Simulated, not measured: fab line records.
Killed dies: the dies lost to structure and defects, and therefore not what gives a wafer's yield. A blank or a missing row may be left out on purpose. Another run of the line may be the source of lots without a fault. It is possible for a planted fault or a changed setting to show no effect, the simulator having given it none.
The tool behind it: which one? | flow sky130 | 6 lots, 18 wafers sampled, at 1 step of a route of 708

WHAT THE GAUGES SHOWED, per wafer
SKY_VIA4_RS_MEAS_19: uses a four-point probe to measure.
lot  | measured     | on            | VIA4_W_RS (ohm/sq)
L369 | day 43 18:48 | film-metro-02 | 0.234 0.232 0.229
L373 | day 44 09:28 | film-metro-03 | 0.224 0.224 0.226
L375 | day 45 02:49 | film-metro-02 | 0.228 0.228 0.228
L378 | day 46 00:25 | film-metro-01 | 0.223 0.215 0.220
L383 | day 47 16:11 | film-metro-03 | 0.218 0.220 0.214
L384 | day 47 19:58 | film-metro-01 | 0.229 0.229 0.226

EACH LOT AND THE TOOL THAT RAN IT (in order: tool; ch and the chambers of the sampled wafers; start)
The record holds no process step before these readings.

THE ANSWER, worked out from the rows above alone
Rule: what is usual is taken from the lots themselves. The widest of any qualifying gaps counts: lots, ordered by their means at a reading, are off when they make up no more than a third of the lots, leave a main group of 4 or more, and stand apart from it by 3 or more times the standard deviation of that group's means. A main group is skipped when, at the precision printed for the reading in the tables above, its means are all equal. A lot without any number at a reading at which 4 lots or more have one is off too. The other lots that the step has rows for count as sound.
No lot is off on any of the readings shown, so nothing can be concluded from this.

WHAT THE SIMULATOR PUT IN
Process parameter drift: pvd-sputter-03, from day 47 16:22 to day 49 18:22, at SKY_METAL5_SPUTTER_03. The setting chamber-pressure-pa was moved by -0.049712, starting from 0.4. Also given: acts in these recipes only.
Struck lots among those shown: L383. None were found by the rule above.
